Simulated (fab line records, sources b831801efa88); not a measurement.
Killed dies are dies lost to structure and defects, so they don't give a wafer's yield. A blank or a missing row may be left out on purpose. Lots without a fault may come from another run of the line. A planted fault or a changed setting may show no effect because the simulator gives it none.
fab line records | flow gf180mcu | part 2 of 2: steps 30 to 37 of 37
record lots=5 wafers=15 last_day=34
route steps=602 shown M4@475 V4@476 MIM@503
lots that met no fault: from a run of the same line without faults
start_h: hours from the record's first day to the start of the lot's first wafer shown | wait_h: hours since the lot's step before | " the same as in the row above | L1.1+2: a row that stands for several wafers | - no value, or no start given | * or withheld: withheld | < > ~ a bound
route shown NAME@n: a module of which the file shows steps, and the number in the route of the first | usual: mean/standard deviation of fault-free wafers | same: alike in all rows | chamber/n: place in a boat | sites: the reading at each site | _std_site: their standard deviation | _edge_site: outer sites' mean less inner sites' | radius_mm: how far each site lies from the wafer's centre | mask NAME#n: copy n | behind: the tool/chamber that last shaped the wafer | hold: why the lot was held/for how many hours/how that ended | device: the transistor (n, p or np) that didn't switch | end of line: the same wafers' tests at the end of the route | a step without rows: its recipe alone | killed: dies lost to structure and defects at the first sort, not the wafer's yield | map: a wafer's dies, x killed, . not, _ none there
set.NAME: the setting as run; set.NAME@STEP: as run at that earlier step | model.NAME: the simulator's own value behind a step, which no gauge read
lots at some steps of the route; a table a step, a row a wafer
services: from which hour (start_h, from the record's first day; less than 0 if before it) a tool's chamber was out of use, for how many hours, and why
## steps
# step GF_MIM_SPUTTER_01
# recipe material=TiN target_thk_nm=30 power_w=6500 time_s=25 chamber_pressure_pa=0.4
# usual chamber_pressure_pa=0.4001/0.00079 throttle_valve_pct=29.7/1.1
# columns lot.wafer tool chamber start_h wait_h chamber_pressure_pa throttle_valve_pct
L076.2 pvd_sputter-02 - 574.03 0.1 0.3997 31.0
L076.3 " - " " 0.4012 29.7
L076.5 " - " " 0.4007 30.9
L080.2 pvd_sputter-02 - 616.21 0.1 0.3994 30.1
L080.3 " - " " 0.4000 32.1
L080.6 " - " " 0.3997 30.0
L094.3 pvd_sputter-02 - 707.58 0.1 0.3997 30.0
L094.4 " - " " 0.3999 30.1
L094.5 " - " " 0.3996 30.2
L096.2 pvd_sputter-04 - 720.88 0.1 0.4004 29.3
L096.3 " - " " 0.4001 29.8
L096.6 " - " " 0.4011 29.7
L097.3 pvd_sputter-01 - 729.23 0.1 0.3999 29.5
L097.4 " - " " 0.4008 29.0
L097.6 " - " " 0.3998 29.5
# step GF_MIM_SPUTTER_02
# recipe material=AlCu target_thk_nm=450 power_w=10600 time_s=23.9 chamber_pressure_pa=0.4
# usual chamber_pressure_pa=0.3999/0.00077 throttle_valve_pct=29.7/1.1
# columns lot.wafer tool chamber start_h wait_h chamber_pressure_pa throttle_valve_pct
L076.2 pvd_sputter-02 - 574.06 0.0 0.3994 31.1
L076.3 " - " " 0.4009 29.9
L076.5 " - " " 0.3996 31.0
L080.2 pvd_sputter-02 - 616.24 0.0 0.4000 29.7
L080.3 " - " " 0.4004 31.6
L080.6 " - " " 0.3987 30.2
L094.3 pvd_sputter-02 - 707.61 0.0 0.3993 30.0
L094.4 " - " " 0.4003 30.2
L094.5 " - " " 0.3997 30.0
L096.2 pvd_sputter-04 - 720.91 0.0 0.4005 29.3
L096.3 " - " " 0.3991 30.0
L096.6 " - " " 0.3991 29.6
L097.3 pvd_sputter-01 - 729.26 0.0 0.3998 29.3
L097.4 " - " " 0.3994 29.0
L097.6 " - " " 0.3987 29.5
# step GF_MIM_SPUTTER_03
# recipe material=Ti target_thk_nm=10 substrate_temp_c=300 chamber_pressure_pa=0.3 power_w=3000 time_s=6.7
# usual chamber_pressure_pa=0.3000/0.00055 throttle_valve_pct=29.7/1.1
# columns lot.wafer tool chamber start_h wait_h chamber_pressure_pa throttle_valve_pct
L076.2 pvd_sputter-02 - 574.09 0.0 0.2998 31.2
L076.3 " - " " 0.3000 29.8
L076.5 " - " " 0.3003 31.0
L080.2 pvd_sputter-02 - 616.27 0.0 0.2998 29.9
L080.3 " - " " 0.3005 31.6
L080.6 " - " " 0.2997 29.7
L094.3 pvd_sputter-02 - 707.64 0.0 0.3004 30.2
L094.4 " - " " 0.2992 30.3
L094.5 " - " " 0.3006 30.0
L096.2 pvd_sputter-04 - 720.94 0.0 0.3002 29.4
L096.3 " - " " 0.3006 29.5
L096.6 " - " " 0.3005 29.5
L097.3 pvd_sputter-01 - 729.29 0.0 0.3006 29.5
L097.4 " - " " 0.3000 29.0
L097.6 " - " " 0.3002 29.4
# step GF_MIM_SPUTTER_04
# recipe material=TiN target_thk_nm=50 power_w=6500 time_s=41.7 chamber_pressure_pa=0.4
# usual chamber_pressure_pa=0.4000/0.00076 throttle_valve_pct=29.7/1.1
# columns lot.wafer tool chamber start_h wait_h chamber_pressure_pa throttle_valve_pct
L076.2 pvd_sputter-02 - 574.11 0.0 0.4010 31.2
L076.3 " - " " 0.4002 30.0
L076.5 " - " " 0.4005 31.0
L080.2 pvd_sputter-02 - 616.29 0.0 0.3998 29.9
L080.3 " - " " 0.4005 31.8
L080.6 " - " " 0.4001 29.8
L094.3 pvd_sputter-02 - 707.66 0.0 0.3999 30.0
L094.4 " - " " 0.3998 30.4
L094.5 " - " " 0.3989 29.9
L096.2 pvd_sputter-04 - 720.96 0.0 0.3988 29.3
L096.3 " - " " 0.3988 30.1
L096.6 " - " " 0.3991 29.8
L097.3 pvd_sputter-01 - 729.31 0.0 0.3998 29.2
L097.4 " - " " 0.4001 29.1
L097.6 " - " " 0.4005 29.3
# step GF_MIM_CVD_05
# recipe material=Si3N4 target_thk_nm=42 temp_max_c=400 temp_c=385 time_s=29.086 rf_w=450
# usual heater_power_w=666/110
# columns lot.wafer tool chamber start_h wait_h heater_power_w
L076.2 pecvd-02 2 574.15 0.0 576
L076.3 " 0 " " 644
L076.5 " 1 " " 735
L080.2 pecvd-03 2 616.33 0.0 649
L080.3 " 1 " " 623
L080.6 " 1 " " 640
L094.3 pecvd-02 0 707.70 0.0 590
L094.4 " 0 " " 588
L094.5 " 1 " " 889
L096.2 pecvd-04 0 721.00 0.0 747
L096.3 " 2 " " 779
L096.6 " 0 " " 753
L097.3 pecvd-03 2 729.35 0.0 685
L097.4 " 2 " " 699
L097.6 " 0 " " 591
# step GF_MIM_THK_MEAS_06
# recipe reads=Si3N4_of_MIM_CVD_05
# usual MIM_CVD_05_THK=41.9/0.68
# columns lot.wafer tool chamber start_h wait_h MIM_CVD_05_THK[nm]
L076.2 film_metro-04 - 574.20 0.0 42.3
L076.3 " - " " 42.8
L076.5 " - " " 42.5
L080.2 film_metro-02 - 616.37 0.0 41.0
L080.3 " - " " 41.4
L080.6 " - " " 41.5
L094.3 film_metro-01 - 707.75 0.0 42.5
L094.4 " - " " 43.0
L094.5 " - " " 42.7
L096.2 film_metro-01 - 721.04 0.0 42.3
L096.3 " - " " 41.6
L096.6 " - " " 42.7
L097.3 film_metro-02 - 729.40 0.0 41.0
L097.4 " - " " 41.6
L097.6 " - " " 41.7
# step GF_MIM_SPUTTER_07
# recipe material=TiN target_thk_nm=60 power_w=6500 time_s=50 chamber_pressure_pa=0.4
# usual chamber_pressure_pa=0.4001/0.00076 throttle_valve_pct=30.1/1.1
# columns lot.wafer tool chamber start_h wait_h chamber_pressure_pa throttle_valve_pct
L076.2 pvd_sputter-02 - 574.25 0.0 0.3990 31.0
L076.3 " - " " 0.3996 30.4
L076.5 " - " " 0.4002 30.8
L080.2 pvd_sputter-01 - 616.42 0.0 0.3993 28.9
L080.3 " - " " 0.4000 28.0
L080.6 " - " " 0.3999 29.5
L094.3 pvd_sputter-01 - 707.79 0.0 0.4013 29.2
L094.4 " - " " 0.4002 29.1
L094.5 " - " " 0.4000 29.8
L096.2 pvd_sputter-01 - 721.09 0.0 0.4006 28.8
L096.3 " - " " 0.4006 29.5
L096.6 " - " " 0.3998 28.8
L097.3 pvd_sputter-04 - 729.44 0.0 0.3999 29.6
L097.4 " - " " 0.4010 28.9
L097.6 " - " " 0.3994 29.8
# step GF_MIM_SPUTTER_08
# recipe material=AlCu target_thk_nm=200 power_w=10600 time_s=10.6 chamber_pressure_pa=0.4
# usual chamber_pressure_pa=0.4000/0.00084 throttle_valve_pct=30.1/1.1
# columns lot.wafer tool chamber start_h wait_h chamber_pressure_pa throttle_valve_pct
L076.2 pvd_sputter-02 - 574.29 0.0 0.4001 30.8
L076.3 " - " " 0.4010 30.2
L076.5 " - " " 0.4010 31.0
L080.2 pvd_sputter-01 - 616.47 0.0 0.4005 29.0
L080.3 " - " " 0.4001 28.1
L080.6 " - " " 0.4011 29.5
L094.3 pvd_sputter-01 - 707.84 0.0 0.4010 29.5
L094.4 " - " " 0.3998 28.9
L094.5 " - " " 0.4010 29.8
L096.2 pvd_sputter-01 - 721.14 0.0 0.4002 29.1
L096.3 " - " " 0.3994 29.4
L096.6 " - " " 0.3997 28.7
L097.3 pvd_sputter-04 - 729.49 0.0 0.3995 29.6
L097.4 " - " " 0.4003 28.9
L097.6 " - " " 0.3996 29.8
## services
# columns tool chamber start_h hours kind
cmp-02 - 526.67 1.0 repair
cmp-02 - 545.26 0.3 repair
krf_scanner-02 - 546.91 0.8 pm
krf_scanner-02 - 547.66 1.3 pm
cvd_w-01 - 548.79 6.0 pm
krf_scanner-02 - 564.54 1.0 pm
rie_diel-01 - 568.75 0.9 repair
pvd_sputter-04 - 569.29 9.8 repair
pvd_sputter-04 - 575.54 103.3 repair
pvd_sputter-04 - 580.15 2.5 repair
pvd_sputter-01 - 581.00 3.0 repair
rie_diel-01 1 581.69 7.1 repair
rie_diel-01 - 616.99 0.3 repair
cmp-02 - 664.87 1.2 repair
cmp-02 - 687.40 0.8 repair
cmp-02 - 689.98 10.2 pm
cmp-02 - 701.60 0.8 repair
cmp-02 - 701.61 5.3 repair
cvd_w-01 0 702.06 5.2 repair
cvd_w-01 - 709.00 0.5 repair
krf_scanner-02 - 713.87 3.6 pm
krf_scanner-02 - 717.43 4.0 pm
pvd_sputter-02 - 717.92 4.7 repair
krf_scanner-02 - 721.45 4.4 pm
